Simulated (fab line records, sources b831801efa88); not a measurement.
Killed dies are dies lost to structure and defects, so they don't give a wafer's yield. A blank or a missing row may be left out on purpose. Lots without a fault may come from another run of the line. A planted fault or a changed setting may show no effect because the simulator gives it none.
Chamber matching | flow sky130 | SKY_VIA1_CMP_02 on cmp-01: 4 sister chambers
The step polishes SiO2. 8 wafers are shown with their chamber, then 7 later ones without.

WAFERS WITH THEIR CHAMBER
wafer  | chamber | motor_current_A (A) | retaining_ring_pressure_frac
L154.1 | 3       | 12.2                | 0.997
L155.3 | 1       | 11.5                | 0.998
L155.4 | 2       | 11.7                | 1.005
L157.1 | 0       | 11.7                | 0.998
L157.3 | 1       | 12.7                | 0.998
L157.6 | 3       | 12.2                | 0.995
L166.2 | 0       | 11.4                | 1.005
L166.3 | 2       | 11.8                | 1.002

WAFERS WITHOUT THEIR CHAMBER
wafer  | motor_current_A (A) | retaining_ring_pressure_frac
L166.4 | 12.6                | 1.005
L167.2 | 11.7                | 0.990
L167.3 | 11.7                | 0.992
L167.4 | 12.8                | 0.987
L168.2 | 11.2                | 0.991
L168.4 | 12.3                | 1.000
L168.6 | 11.8                | 1.007

WHICH CHAMBER EACH WENT THROUGH
wafer  | from the rows above               | in truth
L166.4 | can't be placed: 2 or 0 or 1 or 3 | 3
L167.2 | can't be placed: 3 or 1 or 0      | 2
L167.3 | can't be placed: 3 or 1 or 0      | 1
L167.4 | can't be placed: 3 or 1           | 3
L168.2 | can't be placed: 3 or 1 or 0 or 2 | 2
L168.4 | can't be placed: 1 or 3 or 2 or 0 | 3
L168.6 | can't be placed: 2 or 0           | 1
Placed correctly: 0 of 7. Can't be placed from these rows: 7 (the true chamber is among the candidates in 5). Placed wrongly: 0.
How it was worked out, from the rows above alone: a wafer's distance from a chamber is the root of the sum, over the readings, of the square of ((its reading less the chamber's mean) divided by the reading's scatter). The wafer belongs to the nearest chamber; if the next one is less than 2 further off, it can't be placed. A chamber's mean is the mean of its shown wafers. The scatter: the root of (the sum of the squares of (reading less its chamber's mean) over the shown wafers, divided by (wafers less chambers)).
